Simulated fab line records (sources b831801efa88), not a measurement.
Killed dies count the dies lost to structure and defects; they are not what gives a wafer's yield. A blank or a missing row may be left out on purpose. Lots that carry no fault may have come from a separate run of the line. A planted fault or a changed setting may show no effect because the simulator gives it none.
fab line records    flow sfq_line
[record] lots = 15  wafers = 45  last_day = 97
route steps=325 shown R5@224 I6@266 M7@288
lots untouched by any fault: they come from a run of this same line in which no faults occurred
start_h: hours from the record's opening day to when the first of the lot's shown wafers began    wait_h: hours since the lot's step before    " repeats the value in the row above    L1.1+2: a single row standing in for several wafers    - no value present, or no start provided    * or withheld: withheld    < > ~ a bound
route shown NAME@n: NAME is a module with steps in the file, n the number in the route of the first one    usual: mean/standard deviation of fault-free wafers    same: alike in all rows    chamber/n: place in a boat    sites: readings site by site    _std_site: the standard deviation of these    _edge_site: outer sites' mean less inner sites'    radius_mm: how far each site lies from the wafer's centre    mask NAME#n: copy n    behind: tool/chamber where the wafer was last shaped    hold: what put the lot on hold/how long, in hours/how the hold closed    device: names the non-switching transistor (n, p or np)    end of line: the route-end tests of the same wafers    a step without rows: its recipe alone    killed: count of dies lost to structure and defects at first sort (not the wafer's yield)    map: per-die view of a wafer (x killed, . not killed, _ where there is no die)
set.NAME: setting as actually run; set.NAME@STEP: the setting as run at that earlier step    model.NAME: the simulator's own value behind a step, which no gauge read
a sample of lots followed through the steps of the route, with each step as a table and each wafer as a row
services: the hour from which a tool's chamber was out of use, counted from the record's first day as start_h (under 0 if before that day), plus the number of hours and why
[[steps]]
[step SFQ_TRILAYER_R5_BARC_OPEN_METAL_ETCH_177]
[recipe] mask_material = PR  chemistry = O2  target_depth_nm = 125  target = BARC  icp_w = 600  bias_w = 80  pressure_mtorr = 10  time_s = 41.7
[usual] drypump_motor_current_A = 5.7/0.53  oes_product_au = 0.685/0.0044
[same] time_s = 41.7
lot.wafer  tool          chamber  start_h  wait_h  drypump_motor_current_A  oes_product_au  rf_hours_counter_h
L199.1     rie_metal-02  0        1792.87  0.0     6.1                      0.689           106
L199.2     "             1        "        "       6.3                      0.691           75
L199.5     "             0        "        "       6.1                      0.688           -
L200.1     rie_metal-03  0        1802.47  0.0     5.6                      0.691           27
L200.2     "             1        "        "       4.9                      0.687           88
L200.5     "             1        "        "       4.8                      0.695           -
L201.1     rie_metal-04  1        1803.67  0.0     6.2                      0.686           61
L201.5     "             1        "        "       6.2                      0.694           -
L201.6     "             1        "        "       6.2                      0.685           -
L202.2     rie_metal-03  0        1807.27  0.0     5.6                      0.686           28
L202.3     "             0        "        "       5.6                      0.690           -
L202.6     "             0        "        "       5.6                      0.684           -
L204.1     rie_metal-04  1        1824.00  0.0     6.2                      0.687           65
L204.4     "             0        "        "       5.5                      0.685           -
L204.5     "             1        "        "       6.2                      0.683           -
L205.1     rie_metal-02  0        1826.40  0.0     6.0                      0.688           113
L205.3     "             1        "        "       6.3                      0.685           -
L205.6     "             1        "        "       6.3                      0.694           -
L210.3     rie_metal-04  1        1889.57  0.0     6.2                      0.684           -
L210.4     "             0        "        "       5.6                      0.688           -
L210.5     "             0        "        "       5.6                      0.675           -
L211.1     rie_metal-03  1        1890.75  0.0     4.8                      0.683           103
L211.2     "             0        "        "       5.6                      0.691           42
L211.4     "             0        "        "       5.5                      0.680           -
L212.3     rie_metal-04  1        1893.17  0.0     6.2                      0.686           -
L212.4     "             0        "        "       5.6                      0.683           -
L212.5     "             1        "        "       6.2                      0.682           -
L215.3     rie_metal-04  1        1925.57  0.0     6.2                      0.680           -
L215.5     "             1        "        "       6.2                      0.681           -
L215.6     "             0        "        "       5.6                      0.684           -
L217.1     rie_metal-03  0        1927.95  0.0     5.6                      0.684           48
L217.3     "             0        "        "       5.6                      0.683           -
L217.4     "             1        "        "       4.8                      0.684           -
L218.2     rie_metal-02  1        1932.75  0.0     6.3                      0.688           103
L218.5     "             1        "        "       6.3                      0.688           -
L218.6     "             0        "        "       6.0                      0.685           -
L219.3     rie_metal-03  1        1933.97  0.0     4.9                      0.684           -
L219.4     "             0        "        "       5.6                      0.684           -
L219.5     "             0        "        "       5.5                      0.680           -
L220.2     rie_metal-02  1        1935.15  0.0     6.3                      0.688           103
L220.3     "             1        "        "       6.3                      0.683           -
L220.4     "             0        "        "       6.0                      0.688           -
L222.1     rie_metal-03  1        1938.75  0.0     4.8                      0.682           112
L222.4     "             0        "        "       5.6                      0.689           -
L222.6     "             0        "        "       5.5                      0.683           -
[step SFQ_TRILAYER_I6_DEP_PECVD_165]
[recipe] material = SiO2  temp_c = 150  time_s = 111.11  pressure_torr = 2.4  rf_w = 183.3  precursor = SiH4/N2O  target_thk_nm = 500
[usual] heater_power_w = 74/10  susceptor_temp_C = 150.01/0.14  throttle_valve_pct = 25.4/2
[same] time_s = 111.11
lot.wafer  tool      chamber  start_h  wait_h  heater_power_w  susceptor_temp_C  throttle_valve_pct
L199.1     pecvd-02  1        1838.55  0.0     74              150.52            25.1
L199.2     "         0        "        "       85              149.86            24.1
L199.5     "         0        "        "       91              149.94            24.3
L200.1     pecvd-01  0        1840.95  0.0     63              150.02            28.2
L200.2     "         2        "        "       60              149.93            27.5
L200.5     "         2        "        "       64              149.81            27.8
L201.1     pecvd-02  1        1843.53  0.0     67              149.94            24.9
L201.5     "         2        "        "       81              149.90            22.9
L201.6     "         0        "        "       80              149.86            24.3
L202.2     pecvd-03  0        1844.55  0.0     81              149.84            23.0
L202.3     "         1        "        "       61              150.06            24.8
L202.6     "         0        "        "       82              149.86            22.7
L204.1     pecvd-03  0        1851.75  0.0     77              150.18            22.9
L204.4     "         1        "        "       74              150.22            25.1
L204.5     "         0        "        "       80              150.08            22.9
L205.1     pecvd-01  2        1854.15  0.0     58              150.03            27.6
L205.3     "         1        "        "       80              149.97            25.5
L205.6     "         2        "        "       62              150.13            27.6
L210.3     pecvd-01  1        1902.37  0.0     74              149.85            25.2
L210.4     "         0        "        "       70              149.97            28.3
L210.5     "         1        "        "       75              149.82            25.0
L211.1     pecvd-02  1        1904.76  0.0     79              150.11            25.2
L211.2     "         0        "        "       95              150.06            24.2
L211.4     "         2        "        "       70              149.97            23.1
L212.3     pecvd-03  2        1907.02  0.0     58              149.81            28.8
L212.4     "         1        "        "       60              150.12            25.2
L212.5     "         0        "        "       67              149.92            22.7
L215.3     pecvd-03  2        1948.92  0.0     54              150.08            29.0
L215.5     "         1        "        "       69              149.86            25.3
L215.6     "         0        "        "       83              149.99            22.9
L217.1     pecvd-03  2        1965.67  0.0     63              150.28            28.8
L217.3     "         0        "        "       74              150.03            23.1
L217.4     "         2        "        "       65              149.92            29.0
L218.2     pecvd-01  1        1968.09  0.0     77              150.06            25.1
L218.5     "         0        "        "       63              149.84            28.4
L218.6     "         2        "        "       57              149.93            27.5
L219.3     pecvd-02  1        2013.44  0.0     79              149.88            25.4
L219.4     "         2        "        "       78              149.88            23.3
L219.5     "         1        "        "       66              150.02            25.7
L220.2     pecvd-01  0        2047.54  0.0     60              150.05            28.4
L220.3     "         2        "        "       68              150.02            27.3
L220.4     "         0        "        "       62              150.17            28.3
L222.1     pecvd-02  0        2051.04  0.0     83              150.17            24.4
L222.4     "         0        "        "       87              150.01            24.5
L222.6     "         1        "        "       79              149.92            25.4
[step SFQ_TRILAYER_M7_LITHO_EXPOSE_178]
[recipe] mask_id = M7  na = 0.6  source_shape = conventional  sigma_outer = 0.65  target_cd_nm = 500  dose_mj = 14.4
[usual] exposure_dose_mJ_cm2 = 14.402/0.015  focus_offset_nm = 0.0/0.5  na = 0.6/0
lot.wafer  tool            chamber  start_h  wait_h  mask  exposure_dose_mJ_cm2  focus_offset_nm  na
L199.1     krf_scanner-02  0        1952.42  -       M7#0  14.413                -0.3             0.6
L199.2     "               0        "        "       M7#0  14.389                0.1              0.6
L199.5     "               0        "        "       M7#0  14.387                0.5              0.6
L200.1     krf_scanner-02  0        1956.02  -       M7#0  14.396                0.5              0.6
L200.2     "               0        "        "       M7#0  14.392                -0.2             0.6
L200.5     "               0        "        "       M7#0  14.418                0.3              0.6
L201.1     krf_scanner-02  0        1957.22  -       M7#0  14.426                -0.3             0.6
L201.5     "               0        "        "       M7#0  14.414                -1.1             0.6
L201.6     "               0        "        "       M7#0  14.399                -0.5             0.6
L202.2     krf_scanner-01  0        1961.76  -       M7#0  14.415                -1.1             0.6
L202.3     "               0        "        "       M7#0  14.424                0.4              0.6
L202.6     "               0        "        "       M7#0  14.408                -0.7             0.6
L204.1     krf_scanner-01  0        1973.56  -       M7#0  14.421                -0.1             0.6
L204.4     "               0        "        "       M7#0  14.404                -0.6             0.6
L204.5     "               0        "        "       M7#0  14.429                -0.6             0.6
L205.1     krf_scanner-01  0        1981.96  -       M7#0  14.391                0.1              0.6
L205.3     "               0        "        "       M7#0  14.381                -0.2             0.6
L205.6     "               0        "        "       M7#0  14.384                0.2              0.6
L210.3     krf_scanner-02  -        2013.69  -       M7#0  -                     -                -
L210.4     "               -        "        "       M7#0  -                     -                -
L210.5     "               -        "        "       M7#0  -                     -                -
L211.1     krf_scanner-02  -        2016.89  -       M7#0  -                     -                -
L211.2     "               -        "        "       M7#0  -                     -                -
L211.4     "               -        "        "       M7#0  -                     -                -
L212.3     krf_scanner-02  -        2020.89  -       M7#0  -                     -                -
L212.4     "               -        "        "       M7#0  -                     -                -
L212.5     "               -        "        "       M7#0  -                     -                -
L215.3     krf_scanner-02  0        2066.49  -       M7#0  14.408                0.0              0.6
L215.5     "               0        "        "       M7#0  14.398                0.7              0.6
L215.6     "               0        "        "       M7#0  14.397                0.7              0.6
L217.1     krf_scanner-02  0        2074.04  -       M7#0  14.404                1.0              0.6
L217.3     "               0        "        "       M7#0  14.397                0.0              0.6
L217.4     "               0        "        "       M7#0  14.394                -0.3             0.6
L218.2     krf_scanner-02  0        2075.44  -       M7#0  14.400                -0.2             0.6
L218.5     "               0        "        "       M7#0  14.397                -0.3             0.6
L218.6     "               0        "        "       M7#0  14.400                0.8              0.6
L219.3     krf_scanner-01  0        2119.08  -       M7#0  14.415                0.4              0.6
L219.4     "               0        "        "       M7#0  14.402                0.1              0.6
L219.5     "               0        "        "       M7#0  14.421                0.4              0.6
L220.2     krf_scanner-01  0        2145.32  -       M7#0  14.395                -0.3             0.6
L220.3     "               0        "        "       M7#0  14.385                0.2              0.6
L220.4     "               0        "        "       M7#0  14.372                0.3              0.6
L222.1     krf_scanner-02  0        2148.84  -       M7#0  14.404                -0.2             0.6
L222.4     "               0        "        "       M7#0  14.411                -0.1             0.6
L222.6     "               0        "        "       M7#0  14.393                0.1              0.6
[step SFQ_TRILAYER_M7_STRIP_STRIP_181]
[recipe] gas = O2  power_w = 200  platen_temp_c = 40  overash_fraction = 0.65  chemistry = O2  pressure_mtorr = 50
[usual] drypump_motor_current_A = 5.9/0.33  oes_product_au = 1.002/0.0069
lot.wafer  tool          chamber  start_h  wait_h  drypump_motor_current_A  oes_product_au  rf_hours_counter_h
L199.1     rie_metal-04  1        1954.14  0.1     6.2                      1.011           82
L199.2     "             0        "        "       5.6                      1.008           19
L199.5     "             0        "        "       5.6                      0.995           -
L200.1     rie_metal-01  1        1957.74  0.1     5.4                      1.003           103
L200.2     "             0        "        "       5.9                      1.013           128
L200.5     "             1        "        "       5.4                      1.005           -
L201.1     rie_metal-04  1        1958.94  0.1     6.2                      1.016           82
L201.5     "             1        "        "       6.2                      1.020           -
L201.6     "             0        "        "       5.5                      1.000           -
L202.2     rie_metal-01  0        1963.28  0.1     5.9                      0.996           128
L202.3     "             1        "        "       5.4                      0.995           -
L202.6     "             1        "        "       5.4                      0.998           -
L204.1     rie_metal-04  0        1975.28  0.1     5.5                      1.000           22
L204.4     "             1        "        "       6.2                      1.020           -
L204.5     "             0        "        "       5.5                      1.006           -
L205.1     rie_metal-02  0        1983.68  0.1     6.1                      0.993           1
L205.3     "             1        "        "       6.3                      1.014           -
L205.6     "             1        "        "       6.3                      1.010           -
L210.3     rie_metal-04  0        2015.21  0.2     5.6                      0.997           -
L210.4     "             1        "        "       6.2                      1.003           -
L210.5     "             0        "        "       5.6                      1.002           -
L211.1     rie_metal-02  0        2018.61  0.1     6.1                      1.010           5
L211.2     "             1        "        "       6.3                      1.006           117
L211.4     "             0        "        "       6.1                      0.999           -
L212.3     rie_metal-01  0        2022.41  0.2     5.9                      1.013           -
L212.4     "             1        "        "       5.4                      1.004           -
L212.5     "             0        "        "       5.9                      1.004           -
L215.3     rie_metal-02  1        2068.01  0.2     6.3                      0.993           -
L215.5     "             0        "        "       6.0                      0.996           -
L215.6     "             1        "        "       6.3                      0.998           -
L217.1     rie_metal-04  0        2075.76  0.1     5.6                      1.007           37
L217.3     "             0        "        "       5.5                      1.003           -
L217.4     "             1        "        "       6.2                      1.001           -
L218.2     rie_metal-01  0        2076.96  0.1     5.9                      1.014           11
L218.5     "             0        "        "       5.9                      1.006           -
L218.6     "             1        "        "       5.4                      0.984           -
L219.3     rie_metal-02  0        2120.99  0.5     6.0                      0.999           -
L219.4     "             0        "        "       6.1                      0.995           -
L219.5     "             0        "        "       6.0                      0.998           -
L220.2     rie_metal-04  1        2146.84  0.1     6.2                      1.000           107
L220.3     "             0        "        "       5.5                      0.995           -
L220.4     "             1        "        "       6.2                      0.995           -
L222.1     rie_metal-04  1        2150.57  0.1     6.2                      1.007           107
L222.4     "             0        "        "       5.5                      1.004           -
L222.6     "             1        "        "       6.2                      1.001           -
[[services]]
tool            chamber  start_h  hours  kind
krf_scanner-01  -        1773.54  1.3    pm
rie_metal-03    -        1775.99  0.4    repair
krf_scanner-01  -        1777.52  1.0    pm
pecvd-03        -        1784.94  1.2    repair
pecvd-03        -        1791.44  2.8    pm
pecvd-03        -        1807.17  0.8    repair
krf_scanner-02  -        1808.14  1.0    pm
rie_metal-04    -        1821.13  0.6    repair
krf_scanner-02  -        1823.54  4.0    pm
krf_scanner-02  -        1827.56  1.3    pm
krf_scanner-01  -        1838.07  0.8    pm
pecvd-01        2        1845.04  5.0    repair
rie_metal-02    0        1852.21  7.7    repair
rie_metal-04    -        1901.41  15.6   pm
krf_scanner-02  -        1903.46  0.8    pm
rie_metal-03    -        1934.81  0.6    repair
rie_metal-02    -        1941.40  14.6   pm
rie_metal-02    -        1956.69  0.2    repair
krf_scanner-02  -        1977.45  1.0    pm
krf_scanner-02  -        2004.34  1.3    pm
krf_scanner-02  -        2120.14  4.4    pm
rie_metal-03    -        2134.41  0.9    repair
rie_metal-04    -        2136.62  0.4    repair
krf_scanner-02  -        2146.41  1.0    pm
[[key]]
[first_sign] step = SFQ_TRILAYER_M7_LITHO_EXPOSE_178  reading = tool_record  direction = missing
effect none on later readings
met_at SFQ_TRILAYER_M7_LITHO_EXPOSE_178
struck_lots L210,L211,L212
not_acting_at SFQ_TRILAYER_R5_BARC_OPEN_METAL_ETCH_177,SFQ_TRILAYER_I6_DEP_PECVD_165,SFQ_TRILAYER_M7_STRIP_STRIP_181
onset_between 1957.22 2013.69
[fault] kind = skipped_step_whole  tool = krf_scanner-02  chamber = -  onset_h = 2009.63  steps = SFQ_TRILAYER_M7_LITHO_EXPOSE_178  scope = struck_lots_only
